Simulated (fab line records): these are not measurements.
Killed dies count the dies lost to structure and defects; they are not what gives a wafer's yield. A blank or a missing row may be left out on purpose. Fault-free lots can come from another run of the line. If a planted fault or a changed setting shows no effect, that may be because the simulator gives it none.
fab line records    flow sky130
record lots=6  wafers=18  last_day=49
route steps=708 shown METAL5@671 PASSIVATION@681 PAD_OPEN@694
lots that met no fault: from a run of the same line without faults
start_h: hours from the record's first day to the start of the lot's first wafer shown    wait_h: how many hours have passed since the lot's step before this one    " identical to the entry in the row above    L1.1+2: a row that stands for several wafers    - no value, or no start was given    * or withheld: withheld    < > ~ a bound
route shown NAME@n: NAME is a module with steps in the file, n the number in the route of the first one    usual: mean and standard deviation over wafers with no fault    same: alike in all rows    chamber/n: place in a boat    sites: per-site readings    _std_site: standard deviation of those values    _edge_site: outer sites' mean less inner sites'    radius_mm: for every site, how far away it sits from the centre of the wafer    mask NAME#n: copy n    behind: the tool/chamber that last shaped the wafer    hold: why the lot went on hold/how many hours it stayed there/how the hold came to an end    device: the transistor (n, p or np) that didn't switch    end of line: the tests these same wafers got at the end of their route    for a step that has no rows: nothing shown but its recipe    killed: the dies lost at the first sort to structure and to defects; this is not the yield of the wafer    map: a wafer's dies, x killed, . not, _ none there
set.NAME: the run value of the setting; set.NAME@STEP: its run value at that earlier step    model.NAME: the simulator's own value behind a step, which no gauge read
lots at some steps of the route; a table a step, a row a wafer
services: a tool's chamber out of use, with start hour (start_h, from the record's first day; less than 0 if before it), hours out, and reason
## steps
# step SKY_METAL5_SOFTBAKE_10
# recipe temp_c=90  time_s=60  resist=NOVOLAK
# step SKY_METAL5_EXPOSE_11
# recipe mask_id=MM5  na=0.6  source_shape=conventional  sigma_outer=0.6  polarization=unpolarized  target_cd_nm=1600  dose_mj=190
# step SKY_METAL5_PEB_12
# recipe temp_c=withheld  time_s=*  resist=NOVOLAK
# step SKY_METAL5_DEVELOP_13
# recipe resist=NOVOLAK  developer=TMAH  develop_time_s=60  dev_temp_c=23
# step SKY_METAL5_DESCUM_14
# recipe chemistry=O2  source_power_w=150  bias_power_w=0  pressure_mtorr=10  temp_c=40  time_s=11
# step SKY_METAL5_METAL_ETCH_15
# recipe target_depth_a=12600  stop_on=SiO2  over_etch_frac=0.2  time_s=252  chemistry=Cl2/BCl3  resist_sidewall_deg=86  pressure_mtorr=10  icp_w=900  bias_w=48.5  Cl2_flow_sccm=60  bcl3_flow_sccm=30
# usual drypump_motor_current_A=5.7/0.56  oes_product_au=0.895/0.0053  throttle_valve_pct=22.264/0.0094
lot.wafer  tool          chamber  start_h  wait_h  drypump_motor_current_A  oes_product_au  rf_hours_counter_h  throttle_valve_pct
L970.2     rie_metal-02  1        1064.90  0.0     5.8                      0.880           20                  22.270
L970.5     "             0        "        "       6.5                      0.895           -                   22.274
L970.6     "             1        "        "       5.8                      0.889           -                   22.259
L971.1     rie_metal-04  1        1066.50  0.0     5.2                      0.895           1                   22.265
L971.4     "             1        "        "       5.2                      0.898           -                   22.279
L971.5     "             0        "        "       5.0                      0.901           -                   22.265
L972.4     rie_metal-02  0        1074.70  0.1     6.5                      0.903           -                   22.254
L972.5     "             0        "        "       6.4                      0.883           -                   22.259
L972.6     "             1        "        "       5.8                      0.894           -                   22.265
L975.2     rie_metal-02  1        1097.86  0.0     5.8                      0.892           23                  22.250
L975.3     "             0        "        "       6.5                      0.905           -                   22.262
L975.4     "             1        "        "       5.8                      0.899           -                   22.265
L978.1     rie_metal-02  1        1114.30  0.0     5.8                      0.896           24                  22.271
L978.2     "             0        "        "       6.5                      0.890           24                  22.255
L978.3     "             1        "        "       5.8                      0.881           -                   22.253
L980.3     rie_metal-04  1        1124.53  0.1     5.2                      0.894           -                   22.255
L980.4     "             0        "        "       4.9                      0.900           -                   22.258
L980.6     "             0        "        "       5.0                      0.889           -                   22.246
# step SKY_METAL5_STRIP_16
# recipe chemistry=O2/N2  power_w=1400  pressure_mtorr=1500  platen_temp_c=withheld  o2_flow_sccm=3000  n2_flow_sccm=300  overash_fraction=0.5
# usual drypump_motor_current_A=5.6/0.46  oes_product_au=0.710/0.0043  strip_time_to_endpoint_s=13.07/0.13
lot.wafer  tool             chamber  start_h  wait_h  drypump_motor_current_A  oes_product_au  rf_hours_counter_h  strip_time_to_endpoint_s
L970.2     plasma_asher-02  0        1065.13  0.2     6.3                      0.713           0                   13.18
L970.5     "                1        "        "       5.7                      0.709           -                   12.96
L970.6     "                0        "        "       6.4                      0.717           -                   13.18
L971.1     plasma_asher-03  1        1066.73  0.2     5.8                      0.708           66                  13.26
L971.4     "                0        "        "       5.1                      0.711           -                   13.22
L971.5     "                0        "        "       5.0                      0.716           -                   13.00
L972.4     plasma_asher-02  1        1074.89  0.1     5.7                      0.719           -                   13.15
L972.5     "                0        "        "       6.4                      0.716           -                   13.03
L972.6     "                1        "        "       5.7                      0.702           -                   13.15
L975.2     plasma_asher-02  1        1098.17  0.2     5.7                      0.715           5                   13.06
L975.3     "                0        "        "       6.3                      0.715           -                   12.97
L975.4     "                1        "        "       5.7                      0.714           -                   13.10
L978.1     plasma_asher-03  1        1114.53  0.2     5.7                      0.714           72                  13.18
L978.2     "                0        "        "       5.1                      0.706           72                  13.03
L978.3     "                0        "        "       5.1                      0.706           -                   13.16
L980.3     plasma_asher-03  1        1124.72  0.1     5.7                      0.714           -                   13.25
L980.4     "                0        "        "       5.0                      0.706           -                   13.21
L980.6     "                1        "        "       5.7                      0.710           -                   13.15
# step SKY_METAL5_STRIP_17
# recipe chemistry=post_etch_residue_remover  time_s=1200  temp_c=72.5
# step SKY_METAL5_CLEAN_18
# recipe chemistry=IPA  time_s=180  temp_c=25
# step SKY_METAL5_CLEAN_19
# recipe chemistry=O3/DIW  dry=n2_spin
# step SKY_PASSIVATION_CVD_00
# recipe material=SiO2  target_thk_nm=90  temp_c=400  time_s=withheld  rf_w=600
# usual heater_power_w=691/99  rf_fwd_power_W=587/3.1
lot.wafer  tool      chamber  start_h  wait_h  heater_power_w  rf_fwd_power_W
L970.2     pecvd-02  0        1065.72  0.0     527             588
L970.5     "         0        "        "       522             586
L970.6     "         1        "        "       650             589
L971.1     pecvd-04  1        1067.32  0.0     723             586
L971.4     "         2        "        "       616             589
L971.5     "         1        "        "       730             584
L972.4     pecvd-02  2        1075.53  0.0     716             585
L972.5     "         1        "        "       727             589
L972.6     "         0        "        "       509             589
L975.2     pecvd-04  0        1098.76  0.0     694             589
L975.3     "         2        "        "       689             590
L975.4     "         1        "        "       811             587
L978.1     pecvd-02  1        1115.16  0.0     625             593
L978.2     "         2        "        "       605             586
L978.3     "         0        "        "       518             585
L980.3     pecvd-03  0        1125.27  0.0     875             586
L980.4     "         0        "        "       897             585
L980.6     "         1        "        "       634             587
# step SKY_PASSIVATION_THK_MEAS_01
# recipe reads=SiO2_of_PASSIVATION_CVD_00
# usual PASSIVATION_CVD_00_THK=90.0/1.2
lot.wafer  tool           chamber  start_h  wait_h  PASSIVATION_CVD_00_THK[nm]
L970.2     film_metro-01  -        1065.77  -       88.9
L970.5     "              -        "        "       90.6
L970.6     "              -        "        "       90.5
L971.1     film_metro-01  -        1067.35  -       89.6
L971.4     "              -        "        "       90.7
L971.5     "              -        "        "       90.5
L972.4     film_metro-02  -        1075.58  -       90.2
L972.5     "              -        "        "       91.4
L972.6     "              -        "        "       91.7
L975.2     film_metro-01  -        1098.80  -       89.2
L975.3     "              -        "        "       89.4
L975.4     "              -        "        "       91.5
L978.1     film_metro-02  -        1115.18  -       88.1
L978.2     "              -        "        "       87.0
L978.3     "              -        "        "       89.0
L980.3     film_metro-02  -        1125.32  -       89.4
L980.4     "              -        "        "       91.1
L980.6     "              -        "        "       91.9
# step SKY_PASSIVATION_CVD_02
# recipe material=Si3N4  target_thk_nm=540  temp_c=400  time_s=withheld  rf_w=450
# usual heater_power_w=730/100  rf_fwd_power_W=448.8/1.4
lot.wafer  tool      chamber  start_h  wait_h  heater_power_w  rf_fwd_power_W  model.Si3N4_of_PASSIVATION_CVD_02.thk_nm
L970.2     pecvd-03  2        1065.82  0.0     688             449.7           539.4
L970.5     "         1        "        "       605             448.8           552.4
L970.6     "         2        "        "       720             449.9           549.2
L971.1     pecvd-02  0        1067.41  0.1     593             447.5           530.7
L971.4     "         0        "        "       479             449.4           538.2
L971.5     "         0        "        "       523             451.0           537.7
L972.4     pecvd-03  0        1075.72  0.1     767             448.2           547.8
L972.5     "         1        "        "       656             448.5           546.8
L972.6     "         2        "        "       817             267.4           466
L975.2     pecvd-03  2        1098.85  0.0     837             268.8           457.9
L975.3     "         0        "        "       872             448.7           542.9
L975.4     "         2        "        "       838             271.6           465.1
L978.1     pecvd-03  1        1115.24  0.1     737             445.9           539.6
L978.2     "         0        "        "       841             448.9           537.9
L978.3     "         1        "        "       602             448.5           546.9
L980.3     pecvd-02  2        1125.36  0.0     706             451.8           534.8
L980.4     "         1        "        "       800             447.4           547.9
L980.6     "         0        "        "       535             449.0           542.3
# step SKY_PASSIVATION_THK_MEAS_03
# recipe reads=Si3N4_of_PASSIVATION_CVD_02
# usual PASSIVATION_CVD_02_THK=540/7
lot.wafer  tool           chamber  start_h  wait_h  hold                      PASSIVATION_CVD_02_THK[nm]
L970.2     film_metro-04  -        1066.05  -       -                         539
L970.5     "              -        "        "       -                         552
L970.6     "              -        "        "       -                         549
L971.1     film_metro-01  -        1067.74  -       -                         531
L971.4     "              -        "        "       -                         538
L971.5     "              -        "        "       -                         538
L972.4     film_metro-01  -        1075.86  -       await_dispo/0.2h/release  548
L972.5     "              -        "        "       await_dispo/0.2h/release  547
L972.6     "              -        "        "       await_dispo/0.2h/release  466
L972.4     film_metro-01  -        1076.09  0.2     -                         548
L972.5     "              -        "        "       -                         547
L972.6     "              -        "        "       -                         466
L975.2     film_metro-04  -        1099.08  -       await_dispo/0.2h/release  458
L975.3     "              -        "        "       await_dispo/0.2h/release  543
L975.4     "              -        "        "       await_dispo/0.2h/release  465
L975.2     film_metro-04  -        1099.35  0.3     -                         458
L975.3     "              -        "        "       -                         543
L975.4     "              -        "        "       -                         465
L978.1     film_metro-01  -        1115.58  -       -                         539
L978.2     "              -        "        "       -                         538
L978.3     "              -        "        "       -                         547
L980.3     film_metro-04  -        1125.60  -       -                         534
L980.4     "              -        "        "       -                         548
L980.6     "              -        "        "       -                         543
# step SKY_PASSIVATION_HMDS_05
# recipe prime_time_s=60  prime_temp_c=120
# step SKY_PASSIVATION_COAT_06
# recipe spin_rpm=2000  resist_thk_nm=3000
# step SKY_PASSIVATION_SOFTBAKE_07
# recipe temp_c=110  time_s=withheld
# step SKY_PASSIVATION_EXPOSE_08
# recipe mask_id=NSM  target_cd_nm=3000  na=0.57  dose_mj=260
# step SKY_PASSIVATION_PEB_09
# recipe temp_c=115  time_s=withheld
# step SKY_PASSIVATION_DEVELOP_10
# recipe develop_time_s=60  dev_temp_c=23
# step SKY_PASSIVATION_ETCH_11
# recipe chemistry=CF4/O2  target_depth_nm=725  stop_on=AlCu  source_w=800  bias_w=150  pressure_mtorr=150  cf4_flow_sccm=80  O2_flow_sccm=10  time_s=161.1
# usual drypump_motor_current_A=5.5/0.33  oes_product_au=0.978/0.0072  throttle_valve_pct=5.965/0.0093
lot.wafer  tool         chamber  start_h  wait_h  drypump_motor_current_A  oes_product_au  rf_hours_counter_h  throttle_valve_pct  model.PASSIVATION.feature_depth_nm  model.etch.depth_nm
L970.2     rie_diel-04  2        1086.81  -       5.7                      0.972           10                  5.953               702.7                               702.7
L970.5     "            2        "        "       5.8                      0.979           -                   5.970               713                                 713
L970.6     "            1        "        "       4.9                      0.992           -                   5.958               714.2                               714.2
L971.1     rie_diel-04  1        1088.31  -       4.9                      0.968           18                  5.963               696.4                               696.4
L971.4     "            2        "        "       5.7                      0.972           10                  5.952               702.8                               702.8
L971.5     "            3        "        "       5.2                      0.967           -                   5.975               703.4                               703.4
L972.4     rie_diel-03  3        1096.03  -       4.9                      0.973           27                  5.958               712.2                               712.2
L972.5     "            0        "        "       6.0                      0.990           -                   5.971               712.5                               712.5
L972.6     "            3        "        "       4.9                      0.923           -                   5.946               632.3                               632.3
L975.2     rie_diel-04  2        1117.51  -       5.7                      0.912           11                  5.942               622.3                               622.3
L975.3     "            1        "        "       4.9                      0.984           19                  5.962               706.3                               706.3
L975.4     "            0        "        "       5.6                      0.927           11                  5.949               630.3                               630.3
L978.1     rie_diel-02  2        1134.38  -       5.3                      0.984           26                  5.959               700.4                               700.4
L978.2     "            1        "        "       5.5                      0.973           14                  5.959               698.1                               698.1
L978.3     "            0        "        "       5.4                      0.982           6                   5.959               710.2                               710.2
L980.3     rie_diel-02  1        1144.11  -       5.5                      0.973           15                  5.959               700.3                               700.3
L980.4     "            1        "        "       5.5                      0.984           -                   5.974               716.2                               716.2
L980.6     "            0        "        "       5.4                      0.984           -                   5.982               709.5                               709.5
# step SKY_PASSIVATION_STRIP_12
# recipe chemistry=O2/N2  power_w=1400  pressure_mtorr=1500  platen_temp_c=withheld  overash_fraction=0.7  o2_flow_sccm=3000  n2_flow_sccm=300
# usual drypump_motor_current_A=5.6/0.37  oes_product_au=0.661/0.0042  strip_time_to_endpoint_s=31.52/0.14
lot.wafer  tool             chamber  start_h  wait_h  drypump_motor_current_A  oes_product_au  rf_hours_counter_h  strip_time_to_endpoint_s
L970.2     plasma_asher-03  0        1086.92  0.1     5.1                      0.666           68                  31.79
L970.5     "                1        "        "       5.7                      0.663           -                   31.68
L970.6     "                0        "        "       5.0                      0.662           -                   31.55
L971.1     plasma_asher-04  0        1088.42  0.1     6.0                      0.663           31                  31.68
L971.4     "                0        "        "       6.0                      0.660           -                   31.70
L971.5     "                1        "        "       5.8                      0.657           -                   31.77
L972.4     plasma_asher-03  0        1096.17  0.1     5.0                      0.656           -                   31.63
L972.5     "                0        "        "       5.0                      0.657           -                   31.59
L972.6     "                1        "        "       5.7                      0.665           -                   31.75
L975.2     plasma_asher-04  0        1117.62  0.1     6.0                      0.660           35                  31.63
L975.3     "                1        "        "       5.8                      0.663           -                   31.57
L975.4     "                0        "        "       6.0                      0.656           -                   31.62
L978.1     plasma_asher-03  1        1134.49  0.1     5.7                      0.656           74                  31.56
L978.2     "                0        "        "       5.0                      0.658           74                  31.44
L978.3     "                0        "        "       5.1                      0.662           -                   31.67
L980.3     plasma_asher-04  0        1144.25  0.1     6.0                      0.662           -                   31.49
L980.4     "                1        "        "       5.7                      0.653           -                   31.45
L980.6     "                0        "        "       6.1                      0.657           -                   31.57
# step SKY_PAD_OPEN_DEHYDRATE_00
# recipe temp_c=200  time_s=60
# step SKY_PAD_OPEN_HMDS_01
# recipe prime_time_s=60  prime_temp_c=120
# step SKY_PAD_OPEN_COAT_02
# recipe spin_rpm=2000  resist_thk_nm=3000
# step SKY_PAD_OPEN_SOFTBAKE_03
# recipe temp_c=110  time_s=withheld
# step SKY_PAD_OPEN_EXPOSE_04
# recipe mask_id=PDM  target_cd_nm=60000  na=0.57  dose_mj=260
# step SKY_PAD_OPEN_PEB_05
# recipe temp_c=115  time_s=withheld
# step SKY_PAD_OPEN_DEVELOP_06
# recipe develop_time_s=60  dev_temp_c=23
# step SKY_PAD_OPEN_ETCH_07
# recipe chemistry=CF4/O2  target_depth_nm=725  stop_on=AlCu  source_w=800  bias_w=150  pressure_mtorr=150  cf4_flow_sccm=80  O2_flow_sccm=10  time_s=161.1
# usual drypump_motor_current_A=5.6/0.4  oes_product_au=0.979/0.0074  throttle_valve_pct=5.965/0.009
lot.wafer  tool         chamber  start_h  wait_h  drypump_motor_current_A  oes_product_au  rf_hours_counter_h  throttle_valve_pct  model.PAD_OPEN.feature_depth_nm  model.etch.depth_nm
L970.2     rie_diel-01  1        1106.54  -       6.0                      0.982           10                  5.979               702.7                            702.7
L970.5     "            3        "        "       5.7                      0.984           -                   5.974               718.1                            718.1
L970.6     "            0        "        "       4.9                      0.983           -                   5.980               714.6                            714.6
L971.1     rie_diel-02  0        1108.39  -       5.4                      0.964           5                   5.961               696.4                            696.4
L971.4     "            3        "        "       5.9                      0.980           9                   5.976               702.8                            702.8
L971.5     "            1        "        "       5.5                      0.983           -                   5.962               703.4                            703.4
L972.4     rie_diel-03  1        1115.14  -       5.8                      0.986           28                  5.947               712.2                            712.2
L972.5     "            0        "        "       6.0                      0.981           -                   5.967               712.5                            712.5
L972.6     "            1        "        "       5.8                      0.916           -                   5.948               632.3                            632.3
L975.2     rie_diel-01  3        1137.09  -       5.7                      0.899           14                  5.935               622.3                            622.3
L975.3     "            2        "        "       6.2                      0.990           10                  5.967               706.3                            706.3
L975.4     "            0        "        "       4.9                      0.914           11                  5.952               630.3                            630.3
L978.1     rie_diel-01  2        1152.43  -       6.2                      0.977           11                  5.959               700.4                            700.4
L978.2     "            0        "        "       5.0                      0.977           12                  5.958               698.1                            698.1
L978.3     "            1        "        "       6.0                      0.993           12                  5.954               710.2                            710.2
L980.3     rie_diel-02  2        1161.74  -       5.3                      0.970           27                  5.960               700.3                            700.3
L980.4     "            0        "        "       5.4                      0.986           7                   5.969               716.2                            716.2
L980.6     "            1        "        "       5.5                      0.981           -                   5.985               709.5                            709.5
# step SKY_PAD_OPEN_STRIP_08
# recipe chemistry=O2/N2  power_w=1400  pressure_mtorr=1500  platen_temp_c=withheld  overash_fraction=0.7  o2_flow_sccm=3000  n2_flow_sccm=300
# usual drypump_motor_current_A=5.90/0.3  oes_product_au=0.663/0.0045  strip_time_to_endpoint_s=37.10/0.084
lot.wafer  tool             chamber  start_h  wait_h  drypump_motor_current_A  oes_product_au  rf_hours_counter_h  strip_time_to_endpoint_s
L970.2     plasma_asher-02  1        1106.65  0.1     5.66                     0.660           6                   37.11
L970.5     "                1        "        "       5.68                     0.661           -                   37.05
L970.6     "                0        "        "       6.38                     0.667           -                   37.06
L971.1     plasma_asher-02  1        1108.50  0.1     5.66                     0.669           6                   37.14
L971.4     "                0        "        "       6.35                     0.661           -                   37.20
L971.5     "                0        "        "       6.35                     0.655           -                   37.23
L972.4     plasma_asher-02  0        1115.28  0.1     6.32                     0.662           -                   37.13
L972.5     "                0        "        "       6.34                     0.665           -                   37.08
L972.6     "                1        "        "       5.67                     0.661           -                   37.16
L975.2     plasma_asher-04  1        1137.20  0.1     5.82                     0.668           38                  37.09
L975.3     "                1        "        "       5.79                     0.664           -                   37.09
L975.4     "                0        "        "       6.02                     0.666           -                   37.16
L978.1     plasma_asher-02  1        1152.54  0.1     5.71                     0.668           11                  37.15
L978.2     "                0        "        "       6.34                     0.661           11                  37.19
L978.3     "                0        "        "       6.34                     0.661           -                   37.23
L980.3     plasma_asher-04  1        1161.88  0.1     5.74                     0.670           -                   37.05
L980.4     "                0        "        "       6.03                     0.664           -                   37.02
L980.6     "                0        "        "       6.03                     0.664           -                   36.99
# step SKY_PAD_OPEN_STRIP_09
# recipe chemistry=post_etch_residue_remover  time_s=1200  temp_c=72.5
lot.wafer  tool          chamber  start_h  wait_h  model.Si3N4_of_PASSIVATION_CVD_02.thk_nm
L970.2     wet_bench-03  1        1106.75  0.1     539
L970.5     "             1        "        "       552.1
L970.6     "             1        "        "       548.9
L971.1     wet_bench-01  0        1108.66  0.1     530.4
L971.4     "             0        "        "       537.8
L971.5     "             0        "        "       537.3
L972.4     wet_bench-03  3        1115.35  0.0     547.4
L972.5     "             3        "        "       546.5
L972.6     "             3        "        "       465.7
L975.2     wet_bench-02  0        1137.30  0.1     457.5
L975.3     "             0        "        "       542.5
L975.4     "             0        "        "       464.8
L978.1     wet_bench-03  1        1152.64  0.1     539.2
L978.2     "             1        "        "       537.5
L978.3     "             1        "        "       546.5
L980.3     wet_bench-03  0        1161.95  0.0     534.5
L980.4     "             0        "        "       547.5
L980.6     "             0        "        "       542
# step SKY_PAD_OPEN_CLEAN_10
# recipe chemistry=IPA  time_s=180  temp_c=25
# step SKY_PAD_OPEN_PROBE_99
# usual defect_limited_yield=82.6/1.9  killed_at_M0_to_M3=43/7.3  killed_at_M4_up=3.0/2  killed_at_contacts=24/5.2  killed_at_front_end=15/4.4  killed_at_other=0.2/0.48  killed_dies=86/9.1  killed_open=47/7.3  killed_short=38/6.4  sort_bin_3_pad_short=0.8/0.38  sort_bin_5_function=10.5/1.4  sort_bin_6_memory=6.1/1.1  sort_n_pass=406/9.1  sort_yield_pct=82.6/1.9
# same gross_dies=492  killed_at_back_side=0  sort_bin_4_leakage[%]=0  sort_bin_8_speed[%]=0
lot.wafer  tool       chamber  start_h  wait_h  defect_limited_yield[%]  killed_at_M0_to_M3  killed_at_M4_up  killed_at_contacts  killed_at_front_end  killed_at_other  killed_dies  killed_open  killed_short  sort_bin_3_pad_short[%]  sort_bin_5_function[%]  sort_bin_6_memory[%]  sort_n_pass  sort_yield_pct[%]
L972.4     prober-02  -        1117.61  0.2     80.5                     48                  1                25                  22                   0                96           63           32            0.6                      11.0                    7.9                   396          80.5
L972.5     prober-02  -        1117.66  0.2     81.3                     53                  2                24                  13                   0                92           42           50            0.8                      11.8                    6.1                   400          81.3
L972.6     prober-02  -        1117.71  0.2     80.5                     60                  4                20                  12                   0                96           60           36            0.2                      11.0                    8.3                   396          80.5
L975.2     prober-02  -        1139.47  0.1     81.5                     46                  6                20                  19                   0                91           55           36            1.2                      11.6                    5.7                   401          81.5
L975.3     prober-02  -        1139.52  0.2     82.5                     47                  3                17                  19                   0                86           42           44            0.4                      10.8                    6.3                   406          82.5
L975.4     prober-02  -        1139.57  0.2     83.3                     43                  1                19                  18                   1                82           49           33            0.4                      10.2                    6.1                   410          83.3
L978.1     prober-02  -        1154.81  0.1     82.5                     38                  3                27                  18                   0                86           43           42            1.4                      9.6                     6.5                   406          82.5
L978.2     prober-02  -        1154.86  0.1     81.3                     44                  4                30                  14                   0                92           44           46            0.6                      11.4                    6.7                   400          81.3
L978.3     prober-02  -        1154.91  0.2     84.6                     41                  0                25                  10                   0                76           43           33            0.8                      8.3                     6.3                   416          84.6
L980.3     prober-02  -        1164.19  0.2     84.3                     34                  3                16                  24                   0                77           41           36            1.0                      9.3                     5.3                   415          84.3
L980.4     prober-02  -        1164.24  0.2     82.1                     41                  4                22                  21                   0                88           46           39            0.8                      10.0                    7.1                   404          82.1
L980.6     prober-02  -        1164.34  0.2     83.9                     41                  1                17                  20                   0                79           47           31            0.4                      9.8                     5.9                   413          83.9
# killed by level:class
L972.4 VIA1:geometric_particle:open=11 LI_CONTACT:geometric_particle:open=10 CONTACT:geometric_particle:open=9 METAL1:geometric_particle:short=8 POLY_GATE:geometric_particle:open=6 FIELD_ISO:geometric_particle:open=5 VIA3:geometric_particle:open=5 METAL1:geometric_particle:open=4
L972.5 METAL1:geometric_particle:short=18 CONTACT:geometric_particle:open=10 LI_CONTACT:geometric_particle:open=8 VIA1:geometric_particle:short=5 VIA1:geometric_particle:open=5 VIA3:geometric_particle:open=5 POLY_GATE:geometric_particle:short=4 VIA2:geometric_particle:short=4
L972.6 VIA1:geometric_particle:open=14 VIA2:geometric_particle:open=11 CONTACT:geometric_particle:open=9 LI_CONTACT:geometric_particle:open=7 VIA3:geometric_particle:open=7 METAL2:geometric_particle:short=6 METAL1:geometric_particle:short=6 CONTACT:geometric_particle:short=4
L975.2 POLY_GATE:geometric_particle:open=10 VIA1:geometric_particle:open=10 VIA2:geometric_particle:open=8 LI_CONTACT:geometric_particle:open=7 VIA3:geometric_particle:open=7 VIA1:geometric_particle:short=6 VIA2:geometric_particle:short=5 FIELD_ISO:geometric_particle:open=4
L975.3 VIA1:geometric_particle:open=10 METAL2:geometric_particle:short=8 FIELD_ISO:geometric_particle:short=7 VIA3:geometric_particle:open=7 POLY_GATE:geometric_particle:open=6 CONTACT:geometric_particle:open=6 METAL3:geometric_particle:short=5 VIA2:geometric_particle:open=4
L975.4 VIA2:geometric_particle:open=12 VIA1:geometric_particle:open=8 FIELD_ISO:geometric_particle:short=6 POLY_GATE:geometric_particle:open=6 CONTACT:geometric_particle:open=5 LI_CONTACT:geometric_particle:open=5 FIELD_ISO:geometric_particle:open=4 METAL2:geometric_particle:short=4
L978.1 CONTACT:geometric_particle:open=11 VIA1:geometric_particle:open=11 LI_CONTACT:geometric_particle:open=7 METAL2:geometric_particle:short=6 VIA3:geometric_particle:open=6 FIELD_ISO:geometric_particle:short=5 FIELD_ISO:geometric_particle:open=5 POLY_GATE:geometric_particle:short=4
L978.2 VIA1:geometric_particle:open=13 CONTACT:geometric_particle:open=12 VIA1:geometric_particle:short=7 METAL2:geometric_particle:short=7 LOCAL_INTERCONNECT:geometric_particle:short=6 LI_CONTACT:geometric_particle:short=5 POLY_GATE:geometric_particle:short=4 LI_CONTACT:geometric_particle:open=4
L978.3 CONTACT:geometric_particle:open=9 VIA1:geometric_particle:open=8 LI_CONTACT:geometric_particle:open=7 VIA2:geometric_particle:open=7 VIA1:geometric_particle:short=6 CONTACT:geometric_particle:short=5 VIA3:geometric_particle:open=5 METAL1:geometric_particle:short=4
L980.3 POLY_GATE:geometric_particle:open=7 POLY_GATE:geometric_particle:short=6 VIA3:geometric_particle:open=6 FIELD_ISO:geometric_particle:open=5 LI_CONTACT:geometric_particle:open=5 VIA1:geometric_particle:open=5 VIA2:geometric_particle:open=5 LOCAL_INTERCONNECT:geometric_particle:short=4
L980.4 VIA3:geometric_particle:open=9 CONTACT:geometric_particle:open=9 FIELD_ISO:geometric_particle:open=7 METAL1:geometric_particle:short=6 VIA1:geometric_particle:short=6 POLY_GATE:geometric_particle:short=5 LI_CONTACT:geometric_particle:open=5 VIA1:geometric_particle:open=5
L980.6 VIA3:geometric_particle:open=11 FIELD_ISO:geometric_particle:open=7 LI_CONTACT:geometric_particle:open=7 VIA1:geometric_particle:open=7 FIELD_ISO:geometric_particle:short=6 CONTACT:geometric_particle:open=6 VIA2:geometric_particle:open=6 VIA3:geometric_particle:short=5
## services
tool             chamber  start_h  hours  kind
pecvd-02         2        1041.84  27.8   repair
rie_diel-02      3        1053.30  5.7    repair
plasma_asher-02  -        1055.25  9.0    pm
plasma_asher-02  0        1055.25  9.0    vent_cycle
plasma_asher-02  1        1055.25  9.0    vent_cycle
pecvd-02         0        1058.37  5.5    scheduled_down
plasma_asher-02  0        1064.25  -      clean
plasma_asher-02  1        1064.25  -      clean
rie_diel-02      -        1070.94  2.9    repair
pecvd-04         1        1074.14  16.0   repair
rie_diel-03      1        1074.56  10.7   repair
plasma_asher-03  -        1074.97  8.5    repair
rie_diel-04      0        1101.59  8.6    repair
rie_diel-01      -        1102.41  0.7    repair
pecvd-02         1        1114.04  -      calibration
pecvd-03         2        1114.74  5.5    scheduled_down
rie_metal-02     1        1121.53  -      clean
rie_metal-02     1        1121.53  19.3   scheduled_down
rie_metal-02     1        1121.53  19.3   vent_cycle
rie_diel-02      3        1121.76  7.7    repair
rie_diel-04      3        1136.24  2.5    repair
rie_diel-01      3        1137.61  15.5   repair
rie_diel-02      3        1143.59  3.7    repair
plasma_asher-03  -        1161.32  1.9    repair
## key
first_sign step=SKY_PASSIVATION_CVD_02  reading=rf_fwd_power_W  direction=down  sigmas=99+  usual=448.8  struck=269.3
effect step=SKY_PASSIVATION_THK_MEAS_03  reading=visit  direction=added
effect step=SKY_PASSIVATION_THK_MEAS_03  reading=PASSIVATION_CVD_02_THK  direction=down  sigmas=11  usual=540  struck=463
effect step=SKY_PASSIVATION_ETCH_11  reading=oes_product_au  direction=down  sigmas=8  usual=0.978  struck=0.921
effect step=SKY_PAD_OPEN_ETCH_07  reading=oes_product_au  direction=down  sigmas=9.4  usual=0.979  struck=0.910
model_effect step=SKY_PASSIVATION_CVD_02  value=Si3N4_of_PASSIVATION_CVD_02.thk_nm  without=539.9  struck=463
model_effect step=SKY_PASSIVATION_ETCH_11  value=PASSIVATION.feature_depth_nm  without=705.2  struck=628.3
model_effect step=SKY_PAD_OPEN_ETCH_07  value=PAD_OPEN.feature_depth_nm  without=705.2  struck=628.3
model_effect step=SKY_PAD_OPEN_STRIP_09  value=Si3N4_of_PASSIVATION_CVD_02.thk_nm  without=539.6  struck=462.7
met_at SKY_PASSIVATION_CVD_02
struck_wafers L972.6,L975.2,L975.4
onset_between 1065.82 1075.72
fault kind=process_parameter_drift  tool=pecvd-03  chamber=2  onset_h=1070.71  steps=SKY_PASSIVATION_CVD_02  channel=rf_w  offset=-180  shape=step  end_h=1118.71  acts_in=these_recipes_only  stated=450
